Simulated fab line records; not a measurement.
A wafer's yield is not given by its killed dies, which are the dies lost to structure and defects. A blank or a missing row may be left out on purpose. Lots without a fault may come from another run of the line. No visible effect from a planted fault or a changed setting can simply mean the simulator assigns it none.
What tool caused it?	flow sky130	Sampling: 14 lots, 42 wafers, 4 of 708 route steps

WHAT THE GAUGES READ, wafer by wafer
SKY_SONOS_ONO_OVL_MEAS_14. Usual: SONOS_ONO_OVL gives 0.2 nm (standard deviation 1.2).
lot	measured	on	SONOS_ONO_OVL (nm)	flag
L553	day 13 04:25	overlay-02	0.0 -1.4 0.7	
L555	day 13 16:51	overlay-02	0.9 1.0 2.8	
L554	day 13 16:55	overlay-01	0.8 -1.0 -3.1	
L556	day 14 04:03	overlay-02	1.6 -0.8 1.2	
L557	day 14 10:01	overlay-02	-2.3 -1.9 -0.2	
L558	day 14 21:01	overlay-02	-2.4 -0.4 -0.8	
L559	day 14 21:19	overlay-01	-1.6 1.5 -0.5	
L562	day 15 17:43	overlay-01	0.0 -0.1 0.8	
L563	day 16 05:10	overlay-02	0.1 -0.5 0.2	
L564	day 16 09:24	overlay-01	-0.1 0.4 1.2	
L571	day 19 02:38	overlay-01	-0.1 1.3 0.7	
L572	day 19 09:26	overlay-01	-0.4 0.0 -1.0	
L574	day 20 02:39	overlay-02	1.3 1.7 1.1	
L575	day 20 13:00	overlay-01	-0.6 0.3 -2.4	

SKY_POLY_GATE_THK_MEAS_21. Usual: POLY_GATE_OXIDATION_THK gives 3.96 nm (standard deviation 0.098).
lot	measured	on	POLY_GATE_OXIDATION_THK (nm)	flag
L553	day 17 05:25	film_metro-02	3.92 4.01 3.86	
L555	day 17 16:31	film_metro-03	3.98 3.93 3.99	
L554	day 17 16:31	film_metro-02	4.08 3.99 4.10	
L556	day 18 01:29	film_metro-03	3.99 3.97 3.93	
L557	day 18 11:23	film_metro-03	3.94 3.95 3.85	
L558	day 18 21:22	film_metro-03	3.92 3.94 3.91	
L559	day 19 00:12	film_metro-04	3.87 3.93 3.95	
L562	day 19 22:07	film_metro-02	3.97 3.94 3.96	
L563	day 20 09:11	film_metro-04	3.73 3.73 3.78	
L564	day 20 15:19	film_metro-03	4.06 4.01 4.00	
L571	day 23 05:55	film_metro-02	3.99 3.92 3.85	
L572	day 23 17:08	film_metro-03	3.73 3.77 3.77	
L574	day 24 08:51	film_metro-04	4.03 3.98 4.09	
L575	day 24 17:10	film_metro-03	4.01 4.05 3.98	

SKY_LDD_P_OVL_MEAS_08. Usual: LDD_P_OVL gives -0.8 nm (standard deviation 1.7).
lot	measured	on	LDD_P_OVL (nm)	flag
L553	day 19 20:01	overlay-02	1.3 0.7 -0.1	
L555	day 20 08:13	overlay-02	0.5 0.3 2.2	
L554	day 20 07:07	overlay-01	-1.5 -1.4 -3.7	
L556	day 20 16:10	overlay-01	0.3 -0.2 -0.4	
L557	day 21 02:10	overlay-02	1.2 1.0 0.3	
L558	day 21 12:15	overlay-02	3.1 -0.1 0.5	
L559	day 21 14:40	overlay-02	-3.0 -3.6 -2.9	
L562	day 22 12:52	overlay-01	0.8 0.4 -1.0	
L563	day 23 00:48	overlay-01	-1.6 -1.7 -0.5	
L564	day 23 05:46	overlay-02	-1.3 0.4 -1.2	
L571	day 25 19:28	overlay-02	1.4 1.0 1.4	
L572	day 26 05:47	overlay-01	-0.6 -1.6 -2.2	
L574	day 26 20:13	overlay-02	-1.1 -2.7 -2.7	
L575	day 27 04:23	overlay-02	-2.5 -3.2 -1.9	

WHAT TOOL EACH LOT RAN ON (gives the tool, then ch and the chambers of the sampled wafers, and finally the start)
lot	SKY_LDD_N_IMPLANT_11
L553	implanter-04 ch 0, day 18 12:20
L555	implanter-04 ch 0, day 19 00:14
L554	implanter-03 ch 0, day 18 23:34
L556	implanter-04 ch 0, day 19 08:38
L557	implanter-03 ch 0, day 19 18:44
L558	implanter-04 ch 0, day 20 05:07
L559	implanter-04 ch 0, day 20 07:14
L562	implanter-04 ch 0, day 21 05:38
L563	implanter-04 ch 0, day 21 17:01
L564	implanter-03 ch 0, day 21 22:32
L571	implanter-03 ch 0, day 24 12:52
L572	implanter-04 ch 0, day 24 23:51
L574	implanter-02 ch 0, day 25 14:20
L575	implanter-03 ch 0, day 25 22:41
- SKY_LDD_N_IMPLANT_11

WHAT THE TOOLS THEMSELVES READ (means of the sampled wafers that have a number; where no wafer has one, the mark that the record gives instead)
SKY_LDD_N_IMPLANT_11. Usual: dose_ions_cm2 7.501e+13, standard deviation 8.6e+10; faraday_current_uA 424, standard deviation 8.7.
lot	tool	dose_ions_cm2	faraday_current_uA	flag
L553	implanter-04	7.494e+13	435	
L555	implanter-04	7.492e+13	413	
L554	implanter-03	7.505e+13	421	
L556	implanter-04	7.503e+13	422	
L557	implanter-03	7.504e+13	434	
L558	implanter-04	7.505e+13	424	
L559	implanter-04	7.495e+13	416	
L562	implanter-04	6.182e+13	350	OFF
L563	implanter-04	6.186e+13	349	OFF
L564	implanter-03	7.502e+13	422	
L571	implanter-03	7.494e+13	430	
L572	implanter-04	7.499e+13	419	
L574	implanter-02	7.506e+13	434	
L575	implanter-03	7.501e+13	424	

THE ANSWER, worked out from the rows above alone
Rule: take the mean of a lot's wafers that have a number; if it is more than 3 standard deviations from the usual mean, the lot is off. Also off: a lot with no number at a reading for which 4 or more lots have one. Where the step has rows for the other lots, those lots are counted as sound. After the gauges, taken in route order, come the tools' own readings; for these a lot's mean is taken, as printed above. The first step at which some lot is off is used, and at that step the reading that is off furthest; a lot without a number counts as furthest.
Off at SKY_LDD_N_IMPLANT_11 (dose_ions_cm2): L562, L563.
If a tool, at that step or one of the process steps before it, ran each lot that is off and ran no sound lot following the first of them, it fits. None of those tried fits.

WHAT THE SIMULATOR PUT IN
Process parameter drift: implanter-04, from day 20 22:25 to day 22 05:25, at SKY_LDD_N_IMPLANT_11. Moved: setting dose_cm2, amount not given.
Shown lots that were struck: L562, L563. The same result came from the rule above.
